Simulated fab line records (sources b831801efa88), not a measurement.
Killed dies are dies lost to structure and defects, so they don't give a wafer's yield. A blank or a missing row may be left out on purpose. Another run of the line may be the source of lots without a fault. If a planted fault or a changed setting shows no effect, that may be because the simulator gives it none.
Which of the tools did it? + flow sky130 + 10 lots, 30 wafers sampled, at 3 steps of a route of 708

== WHAT EACH GAUGE READ, for each wafer ==
SKY_POLY_GATE_THK_MEAS_01.
| lot  | measured     | on            | POLY_GATE_CVD_00_THK (nm)           |
|------|--------------|---------------|-------------------------------------|
| L708 | day 13 18:20 | film_metro-01 | 181.3 183.1 181.2                   |
| L712 | day 15 04:02 | film_metro-02 | 177.4 178.7 179.5                   |
| L715 | day 16 10:32 | film_metro-03 | 152.0 157.5 167.8 152.0 157.5 168.0 |
| L716 | day 16 21:49 | film_metro-02 | 147.3 141.8 147.0 147.2 141.9 146.9 |
| L725 | day 20 05:32 | film_metro-01 | 180.1 180.0 179.2                   |
| L727 | day 20 19:51 | film_metro-02 | 180.8 179.6 179.1                   |
| L728 | day 21 00:01 | film_metro-03 | 178.2 177.3 178.5                   |
| L729 | day 21 09:25 | film_metro-03 | 181.1 178.9 180.6                   |
| L730 | day 21 21:10 | film_metro-03 | 180.8 181.6 181.0                   |
| L731 | day 22 07:26 | film_metro-01 | 179.6 181.5 179.0                   |

== EACH LOT AND THE TOOL THAT RAN IT (in order: tool; ch and the chambers of the sampled wafers; start) ==
| lot  | SKY_VT_ADJUST_LVTN_STRIP_20          | SKY_POLY_GATE_CVD_00        |
|------|--------------------------------------|-----------------------------|
| L708 | plasma_asher-03 ch 0,1, day 7 13:50  | lpcvd-01 ch 1, day 13 17:07 |
| L712 | plasma_asher-03 ch 0,1, day 8 18:17  | lpcvd-01 ch 1, day 15 02:50 |
| L715 | plasma_asher-01 ch 0,1, day 9 15:26  | lpcvd-01 ch 0, day 16 09:20 |
| L716 | plasma_asher-03 ch 0, day 9 23:24    | lpcvd-01 ch 0, day 16 20:37 |
| L725 | plasma_asher-03 ch 0,1, day 12 15:13 | lpcvd-01 ch 0, day 20 04:20 |
| L727 | plasma_asher-01 ch 0,1, day 13 03:05 | lpcvd-01 ch 0, day 20 18:39 |
| L728 | plasma_asher-03 ch 0,1, day 13 06:25 | lpcvd-01 ch 1, day 20 22:49 |
| L729 | plasma_asher-01 ch 0,1, day 13 15:32 | lpcvd-01 ch 1, day 21 08:12 |
| L730 | plasma_asher-04 ch 0,1, day 14 03:59 | lpcvd-01 ch 1, day 21 19:58 |
| L731 | plasma_asher-04 ch 0,1, day 14 09:35 | lpcvd-01 ch 1, day 22 06:14 |
- SKY_VT_ADJUST_LVTN_STRIP_20: strips in O2/N2.
- SKY_POLY_GATE_CVD_00: deposits poly-Si, target thk 180 nm, time 720 s.

== THE ANSWER, worked out from the rows above alone ==
Rule: what is usual is taken from the lots themselves. The widest of any qualifying gaps counts: lots, ordered by their means at a reading, are off when they make up no more than a third of the lots, leave a main group of 4 or more, and stand apart from it by 3 or more times the standard deviation of that group's means. A main group is skipped when, at the precision printed for the reading in the tables above, its means are all equal. A lot without any number at a reading at which 4 lots or more have one is off too. Where the step has rows for the other lots, those lots are counted as sound.
Off: at SKY_POLY_GATE_THK_MEAS_01 (POLY_GATE_CVD_00_THK), L715, L716. For the main group the mean is 179.9 nm and the standard deviation 1.2.
If a tool, at a process step before that reading, ran all the lots that are off and no sound lot after the first of them, it fits. Those tools and the gauges at SKY_POLY_GATE_THK_MEAS_01 are tried in the same way. None of those tried fits.

== WHAT THE SIMULATOR HAD PUT IN ==
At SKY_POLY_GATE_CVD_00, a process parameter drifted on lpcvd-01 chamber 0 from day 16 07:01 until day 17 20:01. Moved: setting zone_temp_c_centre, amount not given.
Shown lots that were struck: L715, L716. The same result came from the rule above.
